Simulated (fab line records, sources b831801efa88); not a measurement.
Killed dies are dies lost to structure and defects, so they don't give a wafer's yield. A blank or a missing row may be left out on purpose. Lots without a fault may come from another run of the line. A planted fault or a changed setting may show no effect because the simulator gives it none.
A struck lot beside a sound one | flow sky130 | 43 steps out of a route of 708
Sound: wafers L626.4, L626.5, L626.6. Struck: wafers L633.2, L633.3, L633.5. The cause comes at the end.
At each step with rows: each side's tool, then ch and its chambers, then its first start. Under that, the readings that differ: sound wafers | struck wafers | difference of the means | sigmas: that difference in standard deviations of wafers without a fault.
alike: readings whose means differ by less than 2 such deviations, and words and numbers that are the same on both sides. not compared: withheld readings, readings that some wafer has no value for, bounds like >300 that may hide the same value, and numbers for which the record gives no deviation and whose values overlap.
The two part at a step that has a row with sigmas, a row that says differs or no value, or rows on one side only. Numbers that don't overlap but have no deviation are shown without sigmas and don't part them. A reading that every wafer of one side lacks parts them only if that side has two wafers or more.

first, 1 step without rows for these wafers: SKY_VT_ADJUST_HVTR_IMPLANT_09.
SKY_VT_ADJUST_HVTR_STRIP_10: strips in O2/N2.
  sound on plasma_asher-04 ch 0,1, day 9 11:20; struck on plasma_asher-03 ch 0,1, day 12 13:22
  alike: chamber_pressure_mTorr, drypump_motor_current_A, oes_product_au, strip_time_to_endpoint_s
  not compared: rf_hours_counter_h
SKY_VT_ADJUST_HVTR_TW_MEAS_11:
  sound on film_metro-04, day 9 11:26; struck on film_metro-02, day 12 13:28
  alike: VT_ADJUST_HVTR_TW
then, 7 steps without rows for these wafers: SKY_VT_ADJUST_PCH_DEHYDRATE_00 (time 60 s); SKY_VT_ADJUST_PCH_HMDS_01 (prime time 60 s); SKY_VT_ADJUST_PCH_COAT_02 (resist thk 3000 nm); SKY_VT_ADJUST_PCH_SOFTBAKE_03; SKY_VT_ADJUST_PCH_EXPOSE_04 (exposes mask NWM, target cd 840 nm); SKY_VT_ADJUST_PCH_PEB_05; SKY_VT_ADJUST_PCH_DEVELOP_06 (develop time 60 s).
SKY_VT_ADJUST_PCH_OVL_MEAS_07:
  sound on overlay-01, day 10 10:02; struck on overlay-01, day 13 14:25
  alike: VT_ADJUST_PCH_OVL
then, 1 step without rows for these wafers: SKY_VT_ADJUST_PCH_IMPLANT_08.
SKY_VT_ADJUST_PCH_STRIP_09: strips in O2/N2.
  sound on plasma_asher-01 ch 0,1, day 10 10:14; struck on plasma_asher-04 ch 0,1, day 13 14:35
  alike: chamber_pressure_mTorr, drypump_motor_current_A, oes_product_au, strip_time_to_endpoint_s
  not compared: rf_hours_counter_h
SKY_VT_ADJUST_PCH_TW_MEAS_10:
  sound on film_metro-01, day 10 10:20; struck on film_metro-02, day 13 14:42
  alike: VT_ADJUST_PCH_TW
then, 7 steps without rows for these wafers: SKY_SONOS_TUNNEL_DEHYDRATE_00 (time 60 s); SKY_SONOS_TUNNEL_HMDS_01 (prime time 60 s); SKY_SONOS_TUNNEL_COAT_02 (resist thk 1140 nm); SKY_SONOS_TUNNEL_SOFTBAKE_03 (time 60 s); SKY_SONOS_TUNNEL_EXPOSE_04 (exposes mask TUNM, target cd 410 nm); SKY_SONOS_TUNNEL_PEB_05; SKY_SONOS_TUNNEL_DEVELOP_06 (develop time 60 s).
SKY_SONOS_TUNNEL_CD_MEAS_07: target cd 410 nm.
  sound on cd_sem-01, day 11 09:49; struck on cd_sem-01, day 14 16:29
  alike: cd_nm
SKY_SONOS_TUNNEL_OVL_MEAS_08:
  sound on overlay-01, day 11 09:54; struck on overlay-01, day 14 16:35
  alike: SONOS_TUNNEL_OVL
then, 3 steps without rows for these wafers: SKY_SONOS_TUNNEL_IMPLANT_09; SKY_SONOS_TUNNEL_WET_ETCH_10 (etches SiO2 in dHF, target depth 14 nm, time 280 s); SKY_SONOS_TUNNEL_STRIP_11 (strips in SPM, time 600 s).
SKY_SONOS_TUNNEL_TW_MEAS_12:
  sound on film_metro-03, day 11 10:22; struck on film_metro-04, day 14 17:02
  alike: SONOS_TUNNEL_TW
then, 2 steps without rows for these wafers: SKY_SONOS_TUNNEL_CLEAN_13 (cleans in dHF, time 20 s); SKY_SONOS_ONO_OXIDATION_00 (stabilise 600 s, purge 300 s, target thk 2.6 nm).
SKY_SONOS_ONO_THK_MEAS_01:
  sound on film_metro-01, day 11 13:41; struck on film_metro-04, day 14 18:28
  alike: SONOS_ONO_OXIDATION_THK
then, 1 step without rows for these wafers: SKY_SONOS_ONO_CVD_02 (deposits Si3N4 from DCS/NH3, target thk 10.5 nm, time 180 s).
SKY_SONOS_ONO_THK_MEAS_03:
  sound on film_metro-04, day 11 16:35; struck on film_metro-04, day 14 21:14
  alike: SONOS_ONO_CVD_02_THK
then, 1 step without rows for these wafers: SKY_SONOS_ONO_CVD_04 (deposits SiO2 from SiH4/N2O, target thk 5.7199 nm).
SKY_SONOS_ONO_THK_MEAS_05:
  sound on film_metro-03, day 11 17:54; struck on film_metro-03, day 14 22:32
  alike: SONOS_ONO_CVD_04_THK
then, 7 steps without rows for these wafers: SKY_SONOS_ONO_DEHYDRATE_06 (time 60 s); SKY_SONOS_ONO_HMDS_07 (prime time 60 s); SKY_SONOS_ONO_COAT_08 (resist thk 1140 nm); SKY_SONOS_ONO_SOFTBAKE_09 (time 60 s); SKY_SONOS_ONO_EXPOSE_10 (exposes mask ONOM, target cd 410 nm); SKY_SONOS_ONO_PEB_11; SKY_SONOS_ONO_DEVELOP_12 (develop time 60 s).
SKY_SONOS_ONO_CD_MEAS_13: target cd 410 nm.
  sound on cd_sem-01, day 12 17:40; struck on cd_sem-01, day 16 00:43
  alike: cd_nm
-- the record jumps here: 32 days lie between the struck wafers' starts before and after (it left off in module SONOS_ONO and takes up again in module PAD_OPEN, whose first step shown is number 708 of the route) --
SKY_PAD_OPEN_PROBE_99:
  the record has rows for the struck wafers here (prober-01, day 48 03:59) and none for the sound ones

WHERE THEY PART
Only at SKY_PAD_OPEN_PROBE_99, within this record.

WHY: what the simulator had put in
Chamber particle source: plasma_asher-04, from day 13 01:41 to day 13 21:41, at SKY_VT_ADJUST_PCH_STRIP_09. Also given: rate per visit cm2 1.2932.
